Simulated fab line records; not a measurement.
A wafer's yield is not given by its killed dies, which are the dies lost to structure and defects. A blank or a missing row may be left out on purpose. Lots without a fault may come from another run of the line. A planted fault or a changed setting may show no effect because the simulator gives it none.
A struck lot beside a sound one | flow sfqLine | 14 steps out of a route of 325
Sound: the wafers L832.2, L832.5, L832.6. Struck: wafers L822.1, L822.3, L822.5. The cause is named last.
At each step with rows: each side's tool, then ch and its chambers, then its first start. Under that, the readings that differ: sound wafers | struck wafers | difference of the means | sigmas: that difference in standard deviations of wafers without a fault.
alike: readings with means less than 2 such deviations apart, plus words and numbers identical on both sides. not compared: withheld readings, readings lacking a value on some wafer, bounds such as >300 that could conceal the same value, and numbers that have no deviation in the record and whose values overlap.
Wherever a step has rows on one side only, a row that says differs or no value, or a row with sigmas, the two part there. Non-overlapping numbers with no deviation appear without sigmas and do not part them. A reading missing from all wafers of one side parts the sides only when that side holds two or more wafers.

SFQ_TRILAYER_M4_ETCH_METAL_ETCH_096: etches Nb in Cl2/Ar, stops on SiO2, target depth 240 nm, time 120 s.
  sound on rieMetal-01 ch 0,1, day 54 22:14; struck on rieMetal-02 ch 1, day 52 23:38
reading                  | sound             | struck            | difference | sigmas
drypumpMotorCurrentA (A) | 6.31 6.29 6.10    | 5.72 5.71 5.72    | -0.52      | -3
oesProductAu (a.u.)      | 0.898 0.908 0.900 | 0.887 0.875 0.889 | -0.018     | -2
  alike: chamberPressureMTorr, rfFwdPowerW
  not compared: rfHoursCounterH
SFQ_TRILAYER_M4_STRIP_STRIP_097: strips in O2.
  sound on rieMetal-01 ch 0,1, day 54 22:21; struck on rieMetal-02 ch 1, day 52 23:46
reading                  | sound          | struck         | difference | sigmas
drypumpMotorCurrentA (A) | 6.27 6.28 6.11 | 5.73 5.75 5.74 | -0.48      | -2
  alike: chamberPressureMTorr, oesProductAu
  not compared: rfHoursCounterH
then, 1 step without rows for these wafers: SFQ_TRILAYER_M4_STRIP_SOLV_CLEAN_098 (cleans in NMP, time 600 s).
SFQ_TRILAYER_I4_DEP_PECVD_099: deposits SiO2 from SiH4/N2O, time 111.11 s, target thk 500 nm.
  sound on pecvd-04 ch 0,1,2, day 54 23:08; struck on pecvd-02 ch 0,1, day 53 00:32
  alike: heaterPowerOuterW, heaterPowerW, rfFwdPowerW, susceptorTempC, throttleValvePct
SFQ_TRILAYER_I4_CMP_CMP_100: polishes SiO2.
  sound on cmp-02 ch 1,2, day 54 23:43; struck on cmp-02 ch 0,1,3, day 53 10:10
  alike: motorCurrentA, timeToEndpointS
SFQ_I4_BOW_MEAS_927:
  sound on filmMetro-04, day 55 02:14; struck on filmMetro-01, day 53 12:10
  alike: I4_BOW
SFQ_TRILAYER_I4_METRO_MEASURE_101:
  sound on filmMetro-04, day 55 02:32; struck on filmMetro-01, day 53 12:17
  alike: thkNm
then, 5 steps without rows for these wafers: SFQ_TRILAYER_I4_VIA_LITHO_COAT_108 (resist thk 62 nm); SFQ_TRILAYER_I4_VIA_LITHO_COAT_103 (resist thk 650 nm); SFQ_TRILAYER_I4_VIA_LITHO_SOFTBAKE_107; SFQ_TRILAYER_I4_VIA_LITHO_EXPOSE_104 (exposes mask I4, target cd 700 nm); SFQ_TRILAYER_I4_VIA_LITHO_PEB_106 (peb time 60 s).
-- the record jumps here: 5 days lie between the struck wafers' starts before and after --
SFQ_TRILAYER_I4_VIA_LITHO_DEVELOP_105: time 60 s.
  sound on lithoTrack-02 ch 0, day 60 11:21; struck on lithoTrack-01, day 58 18:31
  no value came back on the struck wafers for chillPlateTempC (C), exhaustPa (Pa); on the sound wafers chillPlateTempC (C) reads 22.98 22.91 23.01
reading                                                | sound             | struck            | difference | sigmas
model.KrF_of_TRILAYER_I4_VIA_LITHO_COAT_103.thkNm (nm) | 628.1 627.8 628.3 | 649.1 648.9 650.1 | +21.3      | 
SFQ_I4_OVL_MEAS_928:
  sound on overlay-01, day 60 11:29; struck on overlay-02, day 58 18:40
reading     | sound | struck | difference                    | sigmas
I4_OVL (nm) | 3 2 6 | - - -  | no value on the struck wafers | 

== WHERE THEY PART ==
Earliest at SFQ_TRILAYER_M4_ETCH_METAL_ETCH_096; latest, in this record, at SFQ_I4_OVL_MEAS_928.

WHY: the cause the simulator had injected
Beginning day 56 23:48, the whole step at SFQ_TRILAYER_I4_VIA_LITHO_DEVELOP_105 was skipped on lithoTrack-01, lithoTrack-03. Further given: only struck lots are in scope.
